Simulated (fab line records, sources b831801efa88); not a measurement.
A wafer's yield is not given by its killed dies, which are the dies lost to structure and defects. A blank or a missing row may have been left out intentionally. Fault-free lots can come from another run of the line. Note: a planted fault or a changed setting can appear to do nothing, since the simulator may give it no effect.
What tool caused it? | flow gf180mcu | 39 wafers from 13 lots sampled at 3 of the route's 602 steps

## WHAT THE GAUGES READ, wafer by wafer
GF_MVPSD_OVL_MEAS_07.
lot  | measured     | on         | MVPSD_OVL (nm)
L698 | day 5 05:33  | overlay-01 | 0.8 0.3 1.8
L700 | day 5 15:59  | overlay-02 | 1.6 2.0 1.4
L701 | day 6 01:59  | overlay-01 | 0.7 0.0 0.6
L702 | day 6 04:59  | overlay-02 | 1.0 -0.4 -0.1
L703 | day 6 11:15  | overlay-01 | 0.7 0.7 -0.3
L704 | day 6 23:27  | overlay-01 | 2.0 1.2 1.9
L707 | day 7 15:39  | overlay-02 | 292.2 290.1 292.4
L710 | day 8 05:32  | overlay-01 | 294.7 294.2 295.4
L712 | day 8 17:44  | overlay-01 | 0.8 1.4 2.4
L713 | day 9 01:00  | overlay-01 | 2.1 2.2 3.9
L714 | day 9 06:05  | overlay-02 | 1.8 -0.4 0.4
L716 | day 9 19:05  | overlay-02 | 1.1 1.0 2.2
L718 | day 10 07:03 | overlay-01 | 1.5 1.0 2.1

GF_M2_RS_MEAS_05: uses a four-point probe to measure.
lot  | measured     | on            | M2_ALCU_RS (ohm/sq)
L698 | day 18 12:07 | film_metro-02 | 0.0683 0.0686 0.0685
L700 | day 19 01:49 | film_metro-03 | 0.0694 0.0692 0.0689
L701 | day 19 19:07 | film_metro-03 | 0.0692 0.0689 0.0692
L702 | day 20 01:21 | film_metro-04 | 0.0688 0.0692 0.0692
L703 | day 20 13:32 | film_metro-03 | 0.0694 0.0704 0.0692
L704 | day 21 07:17 | film_metro-03 | 0.0704 0.0695 0.0699
L707 | day 22 05:53 | film_metro-04 | 0.0682 0.0684 0.0679
L710 | day 23 01:02 | film_metro-04 | 0.0695 0.0696 0.0694
L712 | day 23 17:16 | film_metro-02 | 0.0685 0.0674 0.0681
L713 | day 24 00:49 | film_metro-02 | 0.0686 0.0687 0.0699
L714 | day 24 07:05 | film_metro-03 | 0.0692 0.0690 0.0691
L716 | day 25 01:13 | film_metro-02 | 0.0679 0.0689 0.0702
L718 | day 25 15:45 | film_metro-04 | 0.0690 0.0683 0.0691

## TOOL THAT RAN EACH LOT (tool first, then ch and the chambers of the sampled wafers, then the start)
lot  | GF_MVPSD_EXPOSE_04
L698 | iline_stepper-01 ch 0, day 4 22:29
L700 | iline_stepper-01 ch 0, day 5 09:19
L701 | iline_stepper-01 ch 0, day 5 18:50
L702 | iline_stepper-01 ch 0, day 5 21:56
L703 | iline_stepper-02 ch 0, day 6 04:06
L704 | iline_stepper-01 ch 0, day 6 15:49
L707 | iline_stepper-01 ch 0, day 7 08:31
L710 | iline_stepper-01 ch 0, day 7 21:51
L712 | iline_stepper-02 ch 0, day 8 09:14
L713 | iline_stepper-02 ch 0, day 8 17:22
L714 | iline_stepper-02 ch 0, day 8 22:46
L716 | iline_stepper-02 ch 0, day 9 10:43
L718 | iline_stepper-02 ch 0, day 9 23:08
- GF_MVPSD_EXPOSE_04: exposes mask MVPSD, target cd 1000 nm.

## WHAT THE TOOLS THEMSELVES READ (means of the sampled wafers that have a number; where no wafer has one, the mark that the record gives instead)
The record holds no such reading with a usual standard deviation.

## THE ANSWER, worked out from the rows above alone
Rule: the usual values come from the lots themselves. Put in order of their means at a reading, lots are off if they are a third of the lots or fewer, leave a main group of 4 or more, and stand apart from it by a gap of 3 or more times the standard deviation of the main group's means; of several such gaps the widest counts. Not used: any main group whose means are identical at the precision the tables above print for the reading. Also off: a lot with no number at a reading for which 4 or more lots have one. All remaining lots with rows at the step are treated as sound. The gauges are gone through in route order, then the tools' own readings, and for those a lot's mean is taken as printed above. The first step at which some lot is off is used, and at that step the reading that is off furthest; a lot without a number counts as furthest.
Off: L707, L710, seen at GF_MVPSD_OVL_MEAS_07 (MVPSD_OVL). For the main group the mean is 1.2 nm and the standard deviation 0.73.
A tool fits if, at a process step before that reading, it ran every lot that is off, and no sound lot after the first of them. Gauges at GF_MVPSD_OVL_MEAS_07: tried the same way as those tools. One candidate fits, namely iline_stepper-01 at GF_MVPSD_EXPOSE_04. Its last sound lot is L704 (day 6 15:49), its first lot that is off L707 (day 7 08:31): a fault that began between those two fits.

## WHAT THE SIMULATOR HAD INSERTED
Scanner matching overlay: iline_stepper-01, from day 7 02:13 on, at GF_MVPSD_EXPOSE_04. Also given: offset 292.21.
Lots struck among those shown: L707, L710. The rule above found the same.
